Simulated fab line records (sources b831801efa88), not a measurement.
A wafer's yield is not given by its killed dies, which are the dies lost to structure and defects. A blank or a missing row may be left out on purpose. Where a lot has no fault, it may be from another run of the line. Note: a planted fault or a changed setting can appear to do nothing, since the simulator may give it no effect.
Matching of chambers + flow gf180mcu + GF_V1_CMP_26 on cmp-01: 4 sister chambers
The step polishes, stops on SiO2, t overpolish 15 s, target thk 0 nm. 8 wafers are shown with their chamber, then 12 later ones without.

## EACH WAFER AND ITS CHAMBER
| wafer  | chamber | motor current A (A) | time to endpoint s (s) |
|--------|---------|---------------------|------------------------|
| L089.2 | 3       | 11.3                | 87.3                   |
| L089.5 | 1       | 11.2                | 87.2                   |
| L090.1 | 3       | 12.0                | 79.3                   |
| L090.3 | 0       | 11.4                | 85.1                   |
| L090.6 | 2       | 11.3                | 77.0                   |
| L093.1 | 1       | 11.1                | 87.6                   |
| L093.2 | 2       | 10.8                | 83.6                   |
| L093.5 | 0       | 11.5                | 85.9                   |

## WAFERS WITH NO CHAMBER GIVEN
| wafer  | motor current A (A) | time to endpoint s (s) |
|--------|---------------------|------------------------|
| L094.1 | 11.8                | 84.1                   |
| L094.4 | 11.1                | 84.4                   |
| L094.6 | 11.6                | 84.3                   |
| L095.2 | 10.9                | 80.0                   |
| L095.4 | 11.0                | 83.1                   |
| L095.6 | 11.3                | 84.1                   |
| L096.2 | 10.3                | 80.2                   |
| L096.3 | 12.4                | 81.0                   |
| L096.5 | 11.0                | 81.2                   |
| L097.2 | 12.4                | 86.8                   |
| L097.3 | 11.3                | 87.8                   |
| L097.6 | 11.7                | 88.4                   |

## EACH ONE'S CHAMBER
| wafer  | from the rows above               | in truth |
|--------|-----------------------------------|----------|
| L094.1 | can't be placed: 3 or 0 or 1      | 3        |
| L094.4 | can't be placed: 1 or 2 or 0 or 3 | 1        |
| L094.6 | can't be placed: 3 or 0 or 1 or 2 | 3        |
| L095.2 | can't be placed: 2 or 1 or 0      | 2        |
| L095.4 | can't be placed: 2 or 1 or 0 or 3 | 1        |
| L095.6 | can't be placed: 0 or 1 or 3 or 2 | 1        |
| L096.2 | can't be placed: 2 or 1 or 0      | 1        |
| L096.3 | can't be placed: 3 or 0 or 2 or 1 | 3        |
| L096.5 | can't be placed: 2 or 1 or 0 or 3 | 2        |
| L097.2 | can't be placed: 3 or 0 or 1      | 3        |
| L097.3 | can't be placed: 1 or 0 or 3 or 2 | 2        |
| L097.6 | can't be placed: 0 or 3 or 1 or 2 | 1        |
Placed correctly: 0 of 12. Can't be placed from these rows: 12 (the true chamber is among the candidates in 12). Number placed wrongly: 0.
How it was worked out, from the rows above alone: a wafer's distance from a chamber is the root of the sum, over the readings, of the square of ((its reading less the chamber's mean) divided by the reading's scatter). The wafer belongs to the nearest chamber; if the next one is less than 2 further off, it can't be placed. A chamber's mean is the mean of its shown wafers. The scatter: the root of (the sum of the squares of (reading less its chamber's mean) over the shown wafers, divided by (wafers less chambers)).
